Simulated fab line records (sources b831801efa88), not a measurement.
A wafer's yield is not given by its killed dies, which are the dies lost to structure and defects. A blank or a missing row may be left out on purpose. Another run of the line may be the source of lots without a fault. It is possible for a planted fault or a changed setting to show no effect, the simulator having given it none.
A single fault, viewed from 2 desks + flow sky130 + each desk holds nothing but its own numbers, with what lay behind them at the end

## DESK OF THE TOOL OWNER: furnace-01
The tool's own readings at SKY_GATE_OXIDE_OXIDATION_16 (stabilise 600 s, purge 300 s, target thk 3.57 nm): means of the sampled wafers that have a number, for each lot that ran on this tool. If a lot's mean is further than 4 standard deviations from the usual mean, the lot is out of limits and carries the mark OUT (the distance appears in the brackets). It has 8 readings, of which 7 appear: the earliest out of limits, and the ones furthest out on some lot.
Columns: A = spike-tc-bottom-C at SKY_GATE_OXIDE_OXIDATION_16, usual 818.9 C; B = spike-tc-centre-C at SKY_GATE_OXIDE_OXIDATION_16, usual 800.8 C; C = spike-tc-lower-C at SKY_GATE_OXIDE_OXIDATION_16, usual 800.7 C; D = spike-tc-top-C at SKY_GATE_OXIDE_OXIDATION_16, usual 815.3 C; E = spike-tc-upper-C at SKY_GATE_OXIDE_OXIDATION_16, usual 801.8 C; F = tube_center_temp_C_max at SKY_GATE_OXIDE_OXIDATION_16, usual 802.1; G = zone-power-centre-pct at SKY_GATE_OXIDE_OXIDATION_16, usual 14.68 %
| lot  | first seen here | A                | B                | C                | D                | E                | F     | G     |
|------|-----------------|------------------|------------------|------------------|------------------|------------------|-------|-------|
| L284 | day 14 00:49    | 816.7            | 801.3            | 801.0            | 817.7            | 802.1            | 802.3 | 14.28 |
| L294 | day 17 08:09    | 817.0            | 800.7            | 800.5            | 818.5            | 802.9            | 801.9 | 14.46 |
| L295 | day 17 18:56    | 807.4 (-8.2) OUT | 791.5 (-8.4) OUT | 791.6 (-9.5) OUT | 807.0 (-4.6) OUT | 792.6 (-8.4) OUT | 802.1 | 14.24 |
| L296 | day 18 04:15    | 808.0 (-7.8) OUT | 791.3 (-8.7) OUT | 791.7 (-9.4) OUT | 807.1 (-4.5) OUT | 792.8 (-8.2) OUT | 802.0 | 14.24 |
| L303 | day 20 17:20    | 816.9            | 800.7            | 801.4            | 817.4            | 802.7            | 801.8 | 14.47 |
| L307 | day 22 16:34    | 817.6            | 800.6            | 800.2            | 816.8            | 802.1            | 802.2 | 14.61 |
This desk's finding: out of limits on L295, L296; first on L295, day 17 18:56 (spike-tc-bottom-C at SKY_GATE_OXIDE_OXIDATION_16). L284, L294, L303, L307 stayed within limits.

## METROLOGY DESK
Means of the sampled wafers that have a number, per lot and without regard to the tool the lot ran on: this is what the gauges read. If a lot's mean is further than 4 standard deviations from the usual mean, the lot is out of limits and carries the mark OUT (the distance appears in the brackets).
Columns: A = CAP2M_OVL at SKY_CAP2M_OVL_MEAS_12, usual -0.7 nm
| lot  | first seen here | A    |
|------|-----------------|------|
| L284 | day 40 21:20    | -1.4 |
| L285 | day 41 03:17    | -2.3 |
| L287 | day 41 23:39    | -2.1 |
| L294 | day 43 17:57    | -3.6 |
| L295 | day 44 01:06    | -2.6 |
| L296 | day 44 08:03    | -0.5 |
| L299 | day 45 08:16    | 0.3  |
| L301 | day 45 16:42    | -2.7 |
| L303 | day 46 03:45    | 1.4  |
| L304 | day 46 08:09    | -1.2 |
| L305 | day 46 18:27    | -1.0 |
| L306 | day 47 04:56    | 2.3  |
| L307 | day 47 10:24    | -0.2 |
Result from this desk: across the 13 lots, nothing is out of limits.

## TAKEN TOGETHER
The tool owner's desk could have raised an alarm at day 17 18:56, on L295, L296.
Nothing out of limits was seen by the metrology desk.
The metrology desk holds a record of L295, L296, inside its limits.
SKY_GATE_OXIDE_OXIDATION_16 was run on furnace-01 by each of the lots named.

## WHAT THE SIMULATOR HAD INSERTED
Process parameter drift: furnace-01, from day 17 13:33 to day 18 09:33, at SKY_GATE_OXIDE_OXIDATION_16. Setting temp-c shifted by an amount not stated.
Lots struck among those shown: L295, L296.
Time in hours from fault onset to the first out-of-limits reading at each desk: the tool owner's desk, 5.
